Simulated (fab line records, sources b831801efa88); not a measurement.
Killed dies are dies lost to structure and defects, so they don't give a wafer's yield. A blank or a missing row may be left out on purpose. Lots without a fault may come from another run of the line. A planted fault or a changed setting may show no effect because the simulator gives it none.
Chamber matching | flow sfq_line | SFQ_TRILAYER_I3_CMP_CMP_082 on cmp-02: 4 sister chambers
The step polishes SiO2. 8 wafers are shown with their chamber, then 10 later ones without.

WAFERS WITH THEIR CHAMBER
wafer  | chamber | motor_current_A (A) | time_to_endpoint_s (s)
L616.1 | 0       | 10.6                | 190
L616.6 | 0       | 11.6                | 203
L617.2 | 1       | 9.3                 | 207
L619.2 | 1       | 9.9                 | 207
L619.3 | 2       | 9.1                 | 212
L619.4 | 3       | 10.0                | 217
L620.2 | 2       | 8.9                 | 213
L620.5 | 3       | 10.1                | 210

WAFERS WITHOUT THEIR CHAMBER
wafer  | motor_current_A (A) | time_to_endpoint_s (s)
L621.2 | 10.6                | 210
L621.5 | 11.7                | 199
L622.2 | 10.4                | 218
L622.5 | 9.3                 | 220
L623.2 | 11.2                | 191
L623.4 | 9.1                 | 206
L623.5 | 10.4                | 208
L631.1 | 11.2                | 189
L631.2 | 9.8                 | 199
L631.4 | 9.1                 | 212

WHICH CHAMBER EACH WENT THROUGH
wafer  | from the rows above               | in truth
L621.2 | can't be placed: 3 or 1 or 0      | 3
L621.5 | 0                                 | 0
L622.2 | can't be placed: 3 or 1           | 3
L622.5 | can't be placed: 2 or 3 or 1      | 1
L623.2 | 0                                 | 0
L623.4 | can't be placed: 1 or 2 or 3      | 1
L623.5 | can't be placed: 3 or 1 or 0      | 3
L631.1 | 0                                 | 0
L631.2 | can't be placed: 1 or 3 or 0 or 2 | 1
L631.4 | can't be placed: 2 or 1           | 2
Placed correctly: 3 of 10. Can't be placed from these rows: 7 (the true chamber is among the candidates in 7). Placed wrongly: 0.
How it was worked out, from the rows above alone: a wafer's distance from a chamber is the root of the sum, over the readings, of the square of ((its reading less the chamber's mean) divided by the reading's scatter). The wafer belongs to the nearest chamber; if the next one is less than 2 further off, it can't be placed. A chamber's mean is the mean of its shown wafers. The scatter: the root of (the sum of the squares of (reading less its chamber's mean) over the shown wafers, divided by (wafers less chambers)).
